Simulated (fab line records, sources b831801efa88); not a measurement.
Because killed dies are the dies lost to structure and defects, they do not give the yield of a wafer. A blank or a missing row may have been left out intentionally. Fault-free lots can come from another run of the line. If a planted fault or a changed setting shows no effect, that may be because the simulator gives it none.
Problem report, 8D (eight disciplines) form, completed by code | flow gf180mcu | the parts of the form that need people (team, actions taken, sign-off) are left out

## 1. THE ISSUE
Wafers without a fault read 139.99, standard deviation 0.13; exposureDoseMJCm2 at GF_MIM_EXPOSE_16 reads a mean of 134.27 on 6 wafers belonging to 2 lots. Measured from the usual mean, that is -44 standard deviations.
The step: exposes mask FuseTop, target cd 2000 nm.
The first sign was on wafer L871.1 at day 27 18:34, on ilineStepper-02. The record holds 18 wafers of 6 lots with a number at this step. Rule for "out" (also "out of limits"): further than 4 standard deviations from the usual mean. Any other wafer with a number is counted as sound.

## 2. WHAT IT IS, AND WHAT IT ISN'T
question                    | is                     | is not
which readings at this step | exposureDoseMJCm2      | -
which lots                  | L871, L875             | L865, L866, L877, L880
which wafers of those lots  | all that have a number | -
read on which tools         | ilineStepper-02        | ilineStepper-01
when                        | from day 27 18:34      | up to then (6 sound wafers); but 6 sound wafers of L877, L880 came after

## 3. WHAT RULES OUT EACH SUSPECT
Counting: a tool at any process step up to the reading remains a suspect when it ran all the lots that are out and ran no sound lot after the first of those.
- pecvd-03 at GF_MIM_CVD_05 (deposits Si3N4, target thk 42 nm, time 29.086 s): kept. It ran every lot that is out, first L871 (day 27 07:38), and no sound lot after that.
- pvdSputter-01 at GF_MIM_SPUTTER_07 (material TiN, target thk 60 nm, time 50 s): ruled out as a lasting fault. After its first lot that is out, L871 (day 27 07:43), sound lots L877 ran on it.
- pvdSputter-01 at GF_MIM_SPUTTER_09 (material TiN, target thk 35 nm, time 29.2 s): ruled out as a lasting fault. After its first lot that is out, L871 (day 27 07:47), sound lots L877 ran on it.
- ilineStepper-02 at GF_MIM_EXPOSE_16 (exposes mask FuseTop, target cd 2000 nm): kept. Every lot that is out went through it, starting with L871 (day 27 18:34), and after that it ran no sound lot; the last sound lot it ran before then is L865 (day 25 16:35). Its own exposureDoseMJCm2 readings are out on those wafers.
The count leaves ilineStepper-02 at GF_MIM_EXPOSE_16 and pecvd-03 at GF_MIM_CVD_05.

## 4. THE CAUSE (what the simulator had put in)
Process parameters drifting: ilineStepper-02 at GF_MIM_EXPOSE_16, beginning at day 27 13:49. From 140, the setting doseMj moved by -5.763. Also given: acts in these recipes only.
Counting left 2 suspects, and this tool is among them.

## 5. SEQUENCE OF EFFECTS, ordered by route
Rows list readings where the struck wafers' mean (over those with a number) sits beyond 3 standard deviations from the usual. Only readings for which the record gives a usual standard deviation are gone through. hours: the time from each lot's start at the first step in this table that gives one to its start at this step, as a median over the lots. sigmas: the change in usual standard deviations.
hours | step             | reading           | usual  | on struck wafers | change | sigmas
0     | GF_MIM_EXPOSE_16 | exposureDoseMJCm2 | 139.99 | 134.27           | -5.72  | -44
Here are the process steps it includes:
- GF_MIM_EXPOSE_16: exposes mask FuseTop, target cd 2000 nm.

## 6. HOW IT WOULD HAVE BEEN CAUGHT EARLIER
First out-of-limits reading in this record: day 27 18:34, which is 5 hours after fault onset at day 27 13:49.
